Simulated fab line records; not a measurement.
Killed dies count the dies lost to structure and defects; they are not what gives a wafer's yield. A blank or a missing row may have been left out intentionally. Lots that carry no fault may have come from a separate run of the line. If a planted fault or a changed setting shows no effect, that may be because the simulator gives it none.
Which tool is to blame?    flow sky130    45 wafers from 15 lots sampled at 2 of the route's 708 steps

## WHAT EACH GAUGE READ, for each wafer
SKY_CAP2M_RS_MEAS_03: uses a four-point probe to measure.
lot   measured      on             CAP2M_TIN_RS (ohm/sq)
L228  day 41 05:02  film-metro-02  6.81 6.78 6.83
L229  day 41 07:26  film-metro-02  6.85 6.95 6.88
L231  day 41 18:23  film-metro-01  6.92 6.75 6.79
L230  day 41 21:55  film-metro-01  6.91 6.95 6.95
L234  day 42 19:38  film-metro-02  6.96 6.91 6.89
L235  day 42 22:44  film-metro-02  6.95 6.85 6.98
L236  day 43 02:35  film-metro-02  6.95 6.95 6.90
L237  day 43 11:56  film-metro-01  6.95 6.87 6.88
L238  day 43 17:14  film-metro-01  7.01 7.01 7.10
L240  day 44 08:53  film-metro-02  6.85 6.85 6.92
L241  day 44 14:02  film-metro-04  6.92 6.89 6.93
L242  day 44 20:34  film-metro-04  6.98 6.99 6.92
L243  day 45 02:15  film-metro-01  6.93 7.01 6.98
L246  day 45 16:26  film-metro-04  6.81 6.86 6.85
L251  day 46 14:14  film-metro-04  6.76 6.78 6.80

## WHAT TOOL EACH LOT RAN ON (gives the tool, then ch and the chambers of the sampled wafers, and finally the start)
lot   SKY_VIA3_STRIP_16
L228  plasma-asher-04 ch 0,1, day 41 03:23
L229  plasma-asher-01 ch 0,1, day 41 05:49
L231  plasma-asher-02 ch 0,1, day 41 16:41
L230  plasma-asher-02 ch 0,1, day 41 20:13
L234  plasma-asher-01 ch 0,1, day 42 18:02
L235  plasma-asher-02 ch 0,1, day 42 21:08
L236  plasma-asher-04 ch 0,1, day 43 00:55
L237  plasma-asher-04 ch 0,1, day 43 10:20
L238  plasma-asher-01 ch 0,1, day 43 15:35
L240  plasma-asher-04 ch 0,1, day 44 07:15
L241  plasma-asher-02 ch 0, day 44 12:26
L242  plasma-asher-02 ch 0,1, day 44 18:56
L243  plasma-asher-02 ch 0,1, day 45 00:29
L246  plasma-asher-01 ch 0,1, day 45 14:50
L251  plasma-asher-04 ch 0,1, day 46 12:38
- SKY_VIA3_STRIP_16: strips in O2/N2.

## WHAT THE TOOLS THEMSELVES READ (means of the sampled wafers that have a number; where no wafer has one, the mark that the record gives instead)
SKY_VIA3_STRIP_16.
lot   tool             chamber-pressure-mTorr (mTorr)  drypump-motor-current-A (A)  oes-product-au (a.u.)  strip-time-to-endpoint-s (s)
L228  plasma-asher-04  1501.2                          6.4                          0.401                  4.149
L229  plasma-asher-01  1499.7                          5.3                          0.396                  4.115
L231  plasma-asher-02  1499.7                          5.8                          0.404                  4.112
L230  plasma-asher-02  1499.8                          5.8                          0.399                  4.107
L234  plasma-asher-01  1500.5                          5.3                          0.399                  4.116
L235  plasma-asher-02  1499.5                          5.7                          0.396                  4.094
L236  plasma-asher-04  1500.6                          6.4                          0.402                  4.095
L237  plasma-asher-04  1499.7                          6.4                          0.402                  4.149
L238  plasma-asher-01  1501.4                          5.4                          0.403                  4.109
L240  plasma-asher-04  1500.3                          6.4                          0.396                  4.108
L241  plasma-asher-02  1499.6                          5.5                          0.403                  4.110
L242  plasma-asher-02  1498.5                          5.8                          0.401                  4.131
L243  plasma-asher-02  1499.1                          5.6                          0.406                  4.146
L246  plasma-asher-01  1497.8                          5.3                          0.401                  4.133
L251  plasma-asher-04  1499.5                          6.4                          0.402                  4.136

## THE ANSWER, worked out from the rows above alone
Rule: the usual values come from the lots themselves. The widest of any qualifying gaps counts: lots, ordered by their means at a reading, are off when they make up no more than a third of the lots, leave a main group of 4 or more, and stand apart from it by 3 or more times the standard deviation of that group's means. A main group whose means are all the same, to the digits that the tables above print for the reading, isn't used. A lot without any number at a reading at which 4 lots or more have one is off too. Where the step has rows for the other lots, those lots are counted as sound. Order of review: gauges by route order, followed by the tools' own readings, for which a lot's mean as printed above is used. The first step at which some lot is off is used, and at that step the reading that is off furthest; a lot without a number counts as furthest.
None of the lots is off at any reading shown; this tells nothing.

## WHAT THE SIMULATOR PUT IN
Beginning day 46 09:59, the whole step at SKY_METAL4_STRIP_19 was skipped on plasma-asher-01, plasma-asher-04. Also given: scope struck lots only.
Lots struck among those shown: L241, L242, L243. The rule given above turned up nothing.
